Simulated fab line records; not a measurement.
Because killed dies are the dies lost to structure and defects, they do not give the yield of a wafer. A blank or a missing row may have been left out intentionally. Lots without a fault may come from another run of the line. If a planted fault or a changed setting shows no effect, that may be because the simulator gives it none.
Problem report in the 8D (eight disciplines) form, filled by code | flow gf180mcu | the parts of the form that need people (team, actions taken, sign-off) are left out

## 1. THE PROBLEM
run_length_s at GF_TOP_METAL_METAL_ETCH_16 reads a mean of 218.4 s on 4 wafers of 3 lots; wafers without a fault read 228.1 s with a standard deviation of 0.41. That is -24 standard deviations from the usual mean.
The step: etches the open film in Cl2/BCl3, stops on SiO2, target depth 1197 nm, time 199.5 s.
Seen first at day 32 16:39 on rie_metal-03, wafer L933.3. Wafers with a number at this step in the record: 35, from 12 lots. Rule for "out" (also "out of limits"): further than 4 standard deviations from the usual mean. The rest of the wafers with a number are treated as sound.

## 2. WHAT IT IS, WHAT IT ISN'T
question                    | is                             | is not
which readings at this step | run_length_s                   | drypump_motor_current_A
which lots                  | L932, L933, L934               | L918, L921, L923, L924, L926, L928, L929, L930, L935
which wafers of those lots  | L932.4, L933.3, L933.4, L934.3 | L932.1, L932.6, L933.1, L934.5
read on which tools         | rie_metal-03                   | rie_metal-01, rie_metal-04
when                        | from day 32 16:39              | up to then (25 sound wafers); but 6 sound wafers of L932, L934, L935 came after

## 3. SUSPECTS, AND WHAT RULES EACH OUT
Counting: if a tool at a process step up to the reading ran every lot that is out, it stays a suspect. Sound lots after the first of them don't rule it out here, since some wafers of a struck lot are sound.
- rie_metal-03 at GF_TOP_METAL_METAL_ETCH_16 (etches the open film in Cl2/BCl3, stops on SiO2, target depth 1197 nm, time 199.5 s): kept. Every lot that is out went through it, the first being L933 (day 32 16:39); the last sound lot it ran before that was L930 (day 32 02:24). Its own run_length_s readings are out on those wafers.
Left after counting: rie_metal-03 at GF_TOP_METAL_METAL_ETCH_16.

## 4. THE CAUSE (what the simulator had put in)
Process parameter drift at GF_TOP_METAL_METAL_ETCH_16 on rie_metal-03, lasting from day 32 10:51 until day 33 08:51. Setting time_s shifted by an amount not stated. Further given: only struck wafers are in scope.
This tool alone remained once counting was done.

## 5. THE EFFECT CHAIN, in route order
Each row: a reading where the mean over the struck wafers with a number is more than 3 standard deviations away from the usual. Readings are gone through only where the record gives a usual standard deviation; hours: the median, over the lots, of the time from a lot's start at the first step in this table giving one to that lot's start at this step; sigmas: the change measured in usual standard deviations.
hours | step                       | reading        | usual      | on struck wafers | change | sigmas
0     | GF_TOP_METAL_METAL_ETCH_16 | oes_product_au | 0.991 a.u. | 1.016            | +0.025 | +4.2
0     | GF_TOP_METAL_METAL_ETCH_16 | run_length_s   | 228.1 s    | 218.4            | -9.7   | -24
It contains these process steps:
- GF_TOP_METAL_METAL_ETCH_16: etches the open film in Cl2/BCl3, stops on SiO2, target depth 1197 nm, time 199.5 s.

## 6. WHAT WOULD HAVE CAUGHT IT SOONER
The fault began at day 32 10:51; the first out-of-limits reading in this record came at day 32 16:39, 6 hours later.
